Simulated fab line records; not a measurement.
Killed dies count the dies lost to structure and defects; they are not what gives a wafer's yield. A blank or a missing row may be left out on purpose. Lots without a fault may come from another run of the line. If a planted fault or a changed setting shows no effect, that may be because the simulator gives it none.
fab line records ; flow gf180mcu
[record] lots = 13; wafers = 39; lastDay = 34
route steps=602 shown MVSD@74 MVPSD@85 CONTACT@292 M1@320
lots with no fault: from the same line, run without faults
startH: hours from the record's opening day to when the first of the lot's shown wafers began ; waitH: hours elapsed since this lot's preceding step ; " repeats the value in the row above ; L1.1+2: several wafers, shown together as one row ; - either no value or no given start ; * or withheld: withheld ; < > ~ a bound
route shown NAME@n: names a module that has steps shown in the file, with the first one's number in the route ; usual: mean/standard deviation taken from wafers without a fault ; same: alike in all rows ; chamber/n: place in a boat ; sites: readings site by site ; _std_site: standard deviation of those values ; _edge_site: mean of outer sites minus mean of inner sites ; radiusMm: for every site, how far away it sits from the centre of the wafer ; mask NAME#n: copy n ; behind: tool/chamber where the wafer was last shaped ; hold: why the lot was held/for how many hours/how that ended ; device: names the non-switching transistor (n, p or np) ; end of line: tests of these same wafers at the route's end ; step lacking rows: just its recipe ; killed: dies lost to structure and defects at the first sort, not the wafer's yield ; map: dies across one wafer; x = killed, . = not, _ = none there
set.NAME: the setting that was run; set.NAME@STEP: the one run at that earlier step ; model.NAME: the simulator's own value behind a step, which no gauge read
route steps across a sampled set of lots; one table per step, one row per wafer
services: from which hour (startH, from the record's first day; less than 0 if before it) a tool's chamber was out of use, for how many hours, and why
[[steps]]
[step GF_MVSD_IMPLANT_08]
[recipe] species = P; energyKev = 400; doseCm2 = 1.6e+13; tiltDeg = 0
[usual] beamEnergyKeV = 399.96/0.13; beamOnS = 9.98/0.2; doseIonsCm2 = 1.5997e+13/1.7e+10; faradayCurrentUA = 90.4/1.8
lot.wafer;tool;chamber;startH;waitH;beamEnergyKeV;beamOnS;doseIonsCm2;faradayCurrentUA
L275.3;implanter-02;0;91.45;0.1;400.09;9.95;1.5989e+13;90.3
L275.5;implanter-02;0;91.45;0.1;399.98;9.74;1.5992e+13;92.8
L275.6;implanter-02;0;91.45;0.1;399.89;10.58;1.6005e+13;85.3
L278.1;implanter-03;0;104.52;0.0;399.99;9.91;1.5962e+13;91.1
L278.4;implanter-03;0;104.52;0.0;400.13;9.83;1.5996e+13;91.2
L278.5;implanter-03;0;104.52;0.0;400.17;9.81;1.6005e+13;91.6
L279.1;implanter-02;0;110.45;0.0;399.78;10.12;1.5996e+13;88.7
L279.4;implanter-02;0;110.45;0.0;400.03;9.95;1.5945e+13;90.4
L279.6;implanter-02;0;110.45;0.0;400.08;9.99;1.5976e+13;90.0
L280.1;implanter-03;0;110.82;0.0;400.04;9.94;1.6015e+13;91.1
L280.3;implanter-03;0;110.82;0.0;399.86;10.09;1.6016e+13;89.4
L280.6;implanter-03;0;110.82;0.0;400.10;9.89;1.6005e+13;91.4
L284.3;implanter-03;0;134.37;0.1;399.92;10.09;2.6631e+13;148.8
L284.4;implanter-03;0;134.37;0.1;400.04;10.32;2.6624e+13;146.0
L284.5;implanter-03;0;134.37;0.1;399.92;10.41;2.6611e+13;144.6
L285.2;implanter-03;0;140.59;0.0;400.10;9.77;2.6624e+13;153.3
L285.4;implanter-03;0;140.59;0.0;400.02;9.90;2.6632e+13;151.9
L285.6;implanter-03;0;140.59;0.0;400.10;9.90;2.662e+13;151.8
L286.1;implanter-02;0;142.95;0.0;400.02;9.94;1.5986e+13;91.3
L286.2;implanter-02;0;142.95;0.0;399.77;10.24;1.6016e+13;87.8
L286.4;implanter-02;0;142.95;0.0;399.92;10.07;1.6018e+13;89.3
L287.1;implanter-03;0;150.95;0.0;399.75;10.10;2.6609e+13;148.5
L287.2;implanter-03;0;150.95;0.0;399.67;10.03;2.6605e+13;149.8
L287.4;implanter-03;0;150.95;0.0;399.57;9.87;2.662e+13;151.7
L288.2;implanter-03;0;157.59;0.0;400.19;9.96;2.6607e+13;150.7
L288.3;implanter-03;0;157.59;0.0;400.00;9.97;2.6653e+13;150.6
L288.6;implanter-03;0;157.59;0.0;399.93;10.06;2.6609e+13;148.7
L293.2;implanter-02;0;187.13;0.0;399.89;10.39;1.5999e+13;87.1
L293.5;implanter-02;0;187.13;0.0;399.97;9.73;1.601e+13;92.4
L293.6;implanter-02;0;187.13;0.0;399.80;9.39;1.5998e+13;96.2
L295.2;implanter-01;0;198.63;0.0;399.97;9.66;1.6007e+13;93.6
L295.4;implanter-01;0;198.63;0.0;399.93;9.96;1.5986e+13;90.7
L295.6;implanter-01;0;198.63;0.0;399.87;9.90;1.5988e+13;91.3
L297.1;implanter-01;0;210.05;0.0;400.02;9.94;1.6005e+13;90.6
L297.2;implanter-01;0;210.05;0.0;399.95;10.27;1.5981e+13;87.8
L297.4;implanter-01;0;210.05;0.0;399.87;10.03;1.5987e+13;89.5
L298.1;implanter-03;0;214.30;0.0;399.99;10.01;1.5997e+13;90.4
L298.2;implanter-03;0;214.30;0.0;400.05;10.00;1.5992e+13;90.2
L298.3;implanter-03;0;214.30;0.0;399.83;9.95;1.6012e+13;90.6
[step GF_MVSD_TW_MEAS_11]
[usual] MVSD_TW = 1562/25
lot.wafer;tool;chamber;startH;waitH;MVSD_TW
L275.3;filmMetro-02;-;91.82;0.1;1588
L275.5;filmMetro-02;-;91.82;0.1;1589
L275.6;filmMetro-02;-;91.82;0.1;1596
L278.1;filmMetro-04;-;104.92;0.1;1538
L278.4;filmMetro-04;-;104.92;0.1;1551
L278.5;filmMetro-04;-;104.92;0.1;1543
L279.1;filmMetro-04;-;115.02;0.1;1539
L279.4;filmMetro-04;-;115.02;0.1;1540
L279.6;filmMetro-04;-;115.02;0.1;1537
L280.1;filmMetro-04;-;115.12;0.1;1539
L280.3;filmMetro-04;-;115.12;0.1;1541
L280.6;filmMetro-04;-;115.12;0.1;1544
L284.3;filmMetro-02;-;134.74;0.1;1863
L284.4;filmMetro-02;-;134.74;0.1;1871
L284.5;filmMetro-02;-;134.74;0.1;1862
L285.2;filmMetro-04;-;140.98;0.1;1789
L285.4;filmMetro-04;-;140.98;0.1;1793
L285.6;filmMetro-04;-;140.98;0.1;1783
L286.1;filmMetro-04;-;143.35;0.1;1554
L286.2;filmMetro-04;-;143.35;0.1;1553
L286.4;filmMetro-04;-;143.35;0.1;1545
L287.1;filmMetro-04;-;151.35;0.1;1799
L287.2;filmMetro-04;-;151.35;0.1;1794
L287.4;filmMetro-04;-;151.35;0.1;1795
L288.2;filmMetro-02;-;157.98;0.1;1857
L288.3;filmMetro-02;-;157.98;0.1;1868
L288.6;filmMetro-02;-;157.98;0.1;1866
L293.2;filmMetro-04;-;187.51;0.1;1555
L293.5;filmMetro-04;-;187.51;0.1;1552
L293.6;filmMetro-04;-;187.51;0.1;1549
L295.2;filmMetro-02;-;199.01;0.1;1595
L295.4;filmMetro-02;-;199.01;0.1;1593
L295.6;filmMetro-02;-;199.01;0.1;1597
L297.1;filmMetro-04;-;210.45;0.1;1538
L297.2;filmMetro-04;-;210.45;0.1;1539
L297.4;filmMetro-04;-;210.45;0.1;1546
L298.1;filmMetro-02;-;214.70;0.1;1597
L298.2;filmMetro-02;-;214.70;0.1;1594
L298.3;filmMetro-02;-;214.70;0.1;1588
[step GF_MVPSD_OVL_MEAS_07]
[usual] MVPSD_OVL = 0.7/1.5
lot.wafer;tool;chamber;startH;waitH;MVPSD_OVL[nm]
L275.3;overlay-01;-;105.64;-;0.7
L275.5;overlay-01;-;105.64;-;-0.8
L275.6;overlay-01;-;105.64;-;-0.2
L278.1;overlay-01;-;118.38;-;2.4
L278.4;overlay-01;-;118.38;-;2.4
L278.5;overlay-01;-;118.38;-;1.3
L279.1;overlay-02;-;129.17;-;-0.2
L279.4;overlay-02;-;129.17;-;-0.2
L279.6;overlay-02;-;129.17;-;0.4
L280.1;overlay-01;-;129.33;-;0.9
L280.3;overlay-01;-;129.33;-;-0.9
L280.6;overlay-01;-;129.33;-;2.2
L284.3;overlay-01;-;149.09;-;2.3
L284.4;overlay-01;-;149.09;-;2.0
L284.5;overlay-01;-;149.09;-;0.9
L285.2;overlay-01;-;155.84;-;0.6
L285.4;overlay-01;-;155.84;-;-0.1
L285.6;overlay-01;-;155.84;-;-0.5
L286.1;overlay-02;-;158.77;-;-0.2
L286.2;overlay-02;-;158.77;-;-0.6
L286.4;overlay-02;-;158.77;-;0.2
L287.1;overlay-02;-;167.27;-;-0.1
L287.2;overlay-02;-;167.27;-;0.9
L287.4;overlay-02;-;167.27;-;0.7
L288.2;overlay-02;-;173.72;-;0.2
L288.3;overlay-02;-;173.72;-;0.4
L288.6;overlay-02;-;173.72;-;-0.2
L293.2;overlay-02;-;203.87;-;1.0
L293.5;overlay-02;-;203.87;-;1.4
L293.6;overlay-02;-;203.87;-;3.2
L295.2;overlay-02;-;215.52;-;-0.7
L295.4;overlay-02;-;215.52;-;-0.3
L295.6;overlay-02;-;215.52;-;-0.7
L297.1;overlay-02;-;227.77;-;-0.9
L297.2;overlay-02;-;227.77;-;0.0
L297.4;overlay-02;-;227.77;-;-1.1
L298.1;overlay-01;-;232.53;-;-0.6
L298.2;overlay-01;-;232.53;-;-1.0
L298.3;overlay-01;-;232.53;-;-1.7
[step GF_VT_IMPLANT_RS_MEAS_46]
[recipe] thkMeasGauge = four-point-probe
[usual] MVSD_RS = 457.0/1
lot.wafer;tool;chamber;startH;waitH;MVSD_RS[ohm/sq]
L275.3;filmMetro-02;-;165.72;0.1;458.4
L275.5;filmMetro-02;-;165.72;0.1;457.3
L275.6;filmMetro-02;-;165.72;0.1;457.5
L278.1;filmMetro-02;-;179.88;0.1;457.2
L278.4;filmMetro-02;-;179.88;0.1;456.1
L278.5;filmMetro-02;-;179.88;0.1;456.1
L279.1;filmMetro-01;-;193.36;0.1;457.8
L279.4;filmMetro-01;-;193.36;0.1;456.8
L279.6;filmMetro-01;-;193.36;0.1;457.8
L280.1;filmMetro-02;-;193.96;0.1;457.4
L280.3;filmMetro-02;-;193.96;0.1;459.0
L280.6;filmMetro-02;-;193.96;0.1;458.1
L284.3;filmMetro-04;-;215.41;0.1;362.0
L284.4;filmMetro-04;-;215.41;0.1;360.7
L284.5;filmMetro-04;-;215.41;0.1;360.8
L285.2;filmMetro-01;-;223.08;0.1;360.9
L285.4;filmMetro-01;-;223.08;0.1;360.5
L285.6;filmMetro-01;-;223.08;0.1;360.7
L286.1;filmMetro-01;-;227.41;0.1;455.7
L286.2;filmMetro-01;-;227.41;0.1;456.4
L286.4;filmMetro-01;-;227.41;0.1;456.6
L287.1;filmMetro-02;-;237.03;0.1;362.1
L287.2;filmMetro-02;-;237.03;0.1;361.0
L287.4;filmMetro-02;-;237.03;0.1;362.4
L288.2;filmMetro-01;-;242.25;0.1;361.1
L288.3;filmMetro-01;-;242.25;0.1;361.2
L288.6;filmMetro-01;-;242.25;0.1;361.6
L293.2;filmMetro-02;-;277.38;0.1;458.0
L293.5;filmMetro-02;-;277.38;0.1;457.1
L293.6;filmMetro-02;-;277.38;0.1;456.4
L295.2;filmMetro-02;-;290.29;0.1;456.4
L295.4;filmMetro-02;-;290.29;0.1;456.8
L295.6;filmMetro-02;-;290.29;0.1;457.3
L297.1;filmMetro-01;-;302.11;0.1;455.9
L297.2;filmMetro-01;-;302.11;0.1;456.7
L297.4;filmMetro-01;-;302.11;0.1;457.3
L298.1;filmMetro-02;-;307.38;0.1;456.2
L298.2;filmMetro-02;-;307.38;0.1;456.7
L298.3;filmMetro-02;-;307.38;0.1;456.6
[step GF_CONTACT_BOW_MEAS_05]
[recipe] mode = bow
[usual] CONTACT_BOW = 67/6.5
lot.wafer;tool;chamber;startH;waitH;CONTACT_BOW[um]
L275.3;filmMetro-02;-;349.46;0.3;78
L275.5;filmMetro-02;-;349.46;0.3;62
L275.6;filmMetro-02;-;349.46;0.3;60
L278.1;filmMetro-01;-;363.12;0.1;59
L278.4;filmMetro-01;-;363.12;0.1;61
L278.5;filmMetro-01;-;363.12;0.1;65
L279.1;filmMetro-02;-;381.02;0.1;69
L279.4;filmMetro-02;-;381.02;0.1;71
L279.6;filmMetro-02;-;381.02;0.1;69
L280.1;filmMetro-02;-;385.17;0.1;76
L280.3;filmMetro-02;-;385.17;0.1;78
L280.6;filmMetro-02;-;385.17;0.1;76
L284.3;filmMetro-02;-;417.96;0.2;75
L284.4;filmMetro-02;-;417.96;0.2;67
L284.5;filmMetro-02;-;417.96;0.2;69
L285.2;filmMetro-02;-;432.00;0.2;71
L285.4;filmMetro-02;-;432.00;0.2;64
L285.6;filmMetro-02;-;432.00;0.2;72
L286.1;filmMetro-01;-;432.29;0.1;61
L286.2;filmMetro-01;-;432.29;0.1;51
L286.4;filmMetro-01;-;432.29;0.1;66
L287.1;filmMetro-02;-;448.19;0.2;71
L287.2;filmMetro-02;-;448.19;0.2;66
L287.4;filmMetro-02;-;448.19;0.2;73
L288.2;filmMetro-04;-;460.85;0.3;63
L288.3;filmMetro-04;-;460.85;0.3;62
L288.6;filmMetro-04;-;460.85;0.3;66
L293.2;filmMetro-01;-;495.68;0.3;59
L293.5;filmMetro-01;-;495.68;0.3;74
L293.6;filmMetro-01;-;495.68;0.3;72
L295.2;filmMetro-01;-;515.66;0.2;64
L295.4;filmMetro-01;-;515.66;0.2;70
L295.6;filmMetro-01;-;515.66;0.2;64
L297.1;filmMetro-01;-;526.25;0.1;68
L297.2;filmMetro-01;-;526.25;0.1;77
L297.4;filmMetro-01;-;526.25;0.1;76
L298.1;filmMetro-02;-;532.39;0.1;68
L298.2;filmMetro-02;-;532.39;0.1;68
L298.3;filmMetro-02;-;532.39;0.1;60
[step GF_M1_RS_MEAS_05]
[recipe] thkMeasGauge = four-point-probe; reads = TiN_of_M1_SPUTTER_04+Ti_of_M1_SPUTTER_03+AlCu_of_M1_SPUTTER_02+TiN_of_M1_SPUTTER_01+Ti_of_M1_SPUTTER_00
[usual] M1_ALCU_RS = 0.0694/0.00086
lot.wafer;tool;chamber;startH;waitH;M1_ALCU_RS[ohm/sq]
L275.3;filmMetro-03;-;372.44;0.1;0.0685
L275.5;filmMetro-03;-;372.44;0.1;0.0701
L275.6;filmMetro-03;-;372.44;0.1;0.0688
L278.1;filmMetro-02;-;386.73;0.0;0.0710
L278.4;filmMetro-02;-;386.73;0.0;0.0700
L278.5;filmMetro-02;-;386.73;0.0;0.0714
L279.1;filmMetro-03;-;405.89;0.0;0.0689
L279.4;filmMetro-03;-;405.89;0.0;0.0691
L279.6;filmMetro-03;-;405.89;0.0;0.0691
L280.1;filmMetro-02;-;409.95;0.0;0.0700
L280.3;filmMetro-02;-;409.95;0.0;0.0693
L280.6;filmMetro-02;-;409.95;0.0;0.0679
L284.3;filmMetro-03;-;443.39;0.1;0.0690
L284.4;filmMetro-03;-;443.39;0.1;0.0693
L284.5;filmMetro-03;-;443.39;0.1;0.0706
L285.2;filmMetro-02;-;457.72;0.0;0.0693
L285.4;filmMetro-02;-;457.72;0.0;0.0686
L285.6;filmMetro-02;-;457.72;0.0;0.0696
L286.1;filmMetro-03;-;457.95;0.0;0.0687
L286.2;filmMetro-03;-;457.95;0.0;0.0693
L286.4;filmMetro-03;-;457.95;0.0;0.0702
L287.1;filmMetro-04;-;473.83;0.0;0.0698
L287.2;filmMetro-04;-;473.83;0.0;0.0699
L287.4;filmMetro-04;-;473.83;0.0;0.0698
L288.2;filmMetro-03;-;486.29;0.0;0.0697
L288.3;filmMetro-03;-;486.29;0.0;0.0692
L288.6;filmMetro-03;-;486.29;0.0;0.0690
L293.2;filmMetro-03;-;521.30;0.0;0.0692
L293.5;filmMetro-03;-;521.30;0.0;0.0705
L293.6;filmMetro-03;-;521.30;0.0;0.0699
L295.2;filmMetro-03;-;540.16;0.0;0.0696
L295.4;filmMetro-03;-;540.16;0.0;0.0680
L295.6;filmMetro-03;-;540.16;0.0;0.0703
L297.1;filmMetro-04;-;550.24;0.0;0.0691
L297.2;filmMetro-04;-;550.24;0.0;0.0699
L297.4;filmMetro-04;-;550.24;0.0;0.0711
L298.1;filmMetro-03;-;556.57;0.0;0.0701
L298.2;filmMetro-03;-;556.57;0.0;0.0692
L298.3;filmMetro-03;-;556.57;0.0;0.0708
[[services]]
tool;chamber;startH;hours;kind
implanter-01;-;75.51;19.5;pm
implanter-03;-;107.35;1.1;repair
implanter-02;-;111.41;3.7;pm
implanter-01;-;123.96;6.2;repair
implanter-01;-;140.01;41.5;pm
implanter-03;-;183.25;2.0;repair
implanter-01;-;210.89;2.4;repair
[[key]]
[firstSign] step = GF_MVSD_IMPLANT_08; reading = doseIonsCm2; direction = up; sigmas = 99+; usual = 1.5997e+13; struck = 2.6621e+13
[effect] step = GF_MVSD_IMPLANT_08; reading = faradayCurrentUA; direction = up; sigmas = 33; usual = 90.4; struck = 149.7
[effect] step = GF_MVSD_TW_MEAS_11; reading = MVSD_TW; direction = up; sigmas = 11; usual = 1562; struck = 1829
[effect] step = GF_VT_IMPLANT_RS_MEAS_46; reading = MVSD_RS; direction = down; sigmas = 91; usual = 457.0; struck = 361.2
metAt GF_MVSD_IMPLANT_08
struckLots L284,L285,L287,L288
testerLeftOut L284,L285,L287,L288
notActingAt GF_MVPSD_OVL_MEAS_07,GF_CONTACT_BOW_MEAS_05,GF_M1_RS_MEAS_05
onsetBetween 110.82 134.37
[fault] kind = processParameterDrift; tool = implanter-03; chamber = -; onsetH = 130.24; steps = GF_MVSD_IMPLANT_08; channel = doseCm2; offset = 1.0626e+13; shape = step; endH = 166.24; actsIn = theseRecipesOnly; stated = 1.6e+13
// testerLeftOut: of these lots the tester's yield and bins aren't shown, on N5 and GAA mostly nor the transistor test; their killed dies are dies lost to structure and defects alone, not to doping, threshold or leakage, so they don't give the yield
